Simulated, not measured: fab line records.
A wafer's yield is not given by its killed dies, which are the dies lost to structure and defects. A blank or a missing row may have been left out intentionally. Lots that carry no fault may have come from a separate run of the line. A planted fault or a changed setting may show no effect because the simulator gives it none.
2 desks, one fault :: flow sky130 :: each desk holds nothing but its own numbers, with what lay behind them at the end

== TOOL OWNER'S DESK, pvd_sputter-01 ==
The tool's own readings at SKY_VIA4_SPUTTER_17 (material TiN, target thk 20 nm, time 80 s): means of the sampled wafers that have a number, for each lot that ran on this tool. The brackets show how far a lot's mean lies from the usual mean; more than 4 standard deviations puts the lot out of limits, marked OUT.
Columns: A = throttle_valve_pct at SKY_VIA4_SPUTTER_17, usual 29.8 %
lot: L851
first seen here: day 45 13:19
A: 29.6

lot: L853
first seen here: day 46 00:37
A: 29.8

lot: L868
first seen here: day 48 14:36
A: 30.4

lot: L867
first seen here: day 48 15:28
A: 29.3
This desk's verdict: no lot among the 4 shows anything out of limits.

== METROLOGY DESK ==
What the gauges read for every lot (on any tool): the sampled wafers with a number, averaged. The brackets show how far a lot's mean lies from the usual mean; more than 4 standard deviations puts the lot out of limits, marked OUT.
Columns: A = VIA4_OVL at SKY_VIA4_OVL_MEAS_11, usual 0.7 nm
lot: L848
first seen here: day 44 08:59
A: -0.6

lot: L851
first seen here: day 45 12:37
A: 1.3

lot: L854
first seen here: day 45 22:04
A: 3.1

lot: L853
first seen here: day 45 23:55
A: 2.5

lot: L868
first seen here: day 48 13:47
A: 0.6

lot: L867
first seen here: day 48 14:46
A: 1.2
This desk's verdict: no lot among the 6 shows anything out of limits.

== ALL TOGETHER ==
The desk of the tool owner found nothing out of limits.
From the metrology desk's view, nothing was out of limits.

== WHAT THE SIMULATOR HAD INSERTED ==
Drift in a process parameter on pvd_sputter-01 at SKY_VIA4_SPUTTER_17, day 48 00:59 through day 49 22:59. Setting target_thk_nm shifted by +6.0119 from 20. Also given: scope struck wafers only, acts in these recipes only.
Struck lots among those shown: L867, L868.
